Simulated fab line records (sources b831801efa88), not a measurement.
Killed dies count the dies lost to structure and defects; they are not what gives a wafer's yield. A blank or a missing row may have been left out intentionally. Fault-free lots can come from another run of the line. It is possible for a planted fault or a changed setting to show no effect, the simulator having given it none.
Problem report in the 8D (eight disciplines) form, filled by code || flow sky130 || the parts of the form that need people (team, actions taken, sign-off) are left out

## 1. WHAT WENT WRONG
At SKY_LDD_N_IMPLANT_11, dose-ions-cm2 averages 4.188e+13 over 9 wafers from 3 lots, while fault-free wafers read 7.498e+13, standard deviation 7.7e+10. So: -99 or more standard deviations from the usual mean.
Seen first at day 21 17:20 on implanter-02, wafer L836.3. The record holds 36 wafers of 12 lots with a number at this step. Rule for "out", or "out of limits": more than 4 standard deviations from the usual mean. All remaining wafers that have a number are taken as sound.

## 2. WHAT IT IS; WHAT IT IS NOT
{"question": "which readings at this step", "is": "dose-ions-cm2, faraday-current-uA", "is not": "-"}
{"question": "which lots", "is": "L836, L837, L839", "is not": "L825, L828, L829, L830, L842, L843, L844, L845, L848"}
{"question": "which wafers of those lots", "is": "all that have a number", "is not": "-"}
{"question": "read on which tools", "is": "implanter-02", "is not": "implanter-03, implanter-04"}
{"question": "when", "is": "from day 21 17:20", "is not": "up to then (12 sound wafers); but 15 sound wafers of L842, L843, L844, L845, L848 came after"}

## 3. SUSPECTS, AND WHAT RULES EACH OUT
Counting: any tool at a process step up to the reading is kept as a suspect provided that every lot that is out went through it and no sound lot did after the first of them.
- implanter-02 at SKY_LDD_N_IMPLANT_11: ruled out as a lasting fault. Sound lots L843, L845 ran on it after its first lot that is out, L836 (day 21 17:20).
Left after counting: nothing in the record.

## 4. THE CAUSE (what the simulator had put in)
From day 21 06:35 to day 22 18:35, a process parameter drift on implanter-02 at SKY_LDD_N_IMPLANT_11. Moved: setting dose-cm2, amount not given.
Counting ruled it out, wrongly.

## 5. SEQUENCE OF EFFECTS, ordered by route
Each row: a reading where the mean over the struck wafers with a number is more than 3 standard deviations away from the usual. Only readings for which the record gives a usual standard deviation are gone through. hours: the time from each lot's start at the first step in this table that gives one to its start at this step, as a median over the lots. sigmas: the change in usual standard deviations.
{"hours": 0, "step": "SKY_LDD_N_IMPLANT_11", "reading": "dose-ions-cm2", "usual": 7.498e+13, "on struck wafers": 4.188e+13, "change": -3.310e+13, "sigmas": "-99 or more"}
{"hours": 0, "step": "SKY_LDD_N_IMPLANT_11", "reading": "faraday-current-uA", "usual": 422, "on struck wafers": 233, "change": -189, "sigmas": -22}
{"hours": 1, "step": "SKY_LDD_N_STRIP_16", "reading": "strip-time-to-endpoint-s", "usual": "4.318 s", "on struck wafers": 4.219, "change": -0.099, "sigmas": -6.6}
Here are the process steps it includes:
- SKY_LDD_N_IMPLANT_11
- SKY_LDD_N_STRIP_16: strips in O2/N2.

## 6. HOW IT WOULD HAVE BEEN CAUGHT EARLIER
The fault began at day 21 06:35; the first out-of-limits reading in this record came at day 21 17:20, 11 hours later.
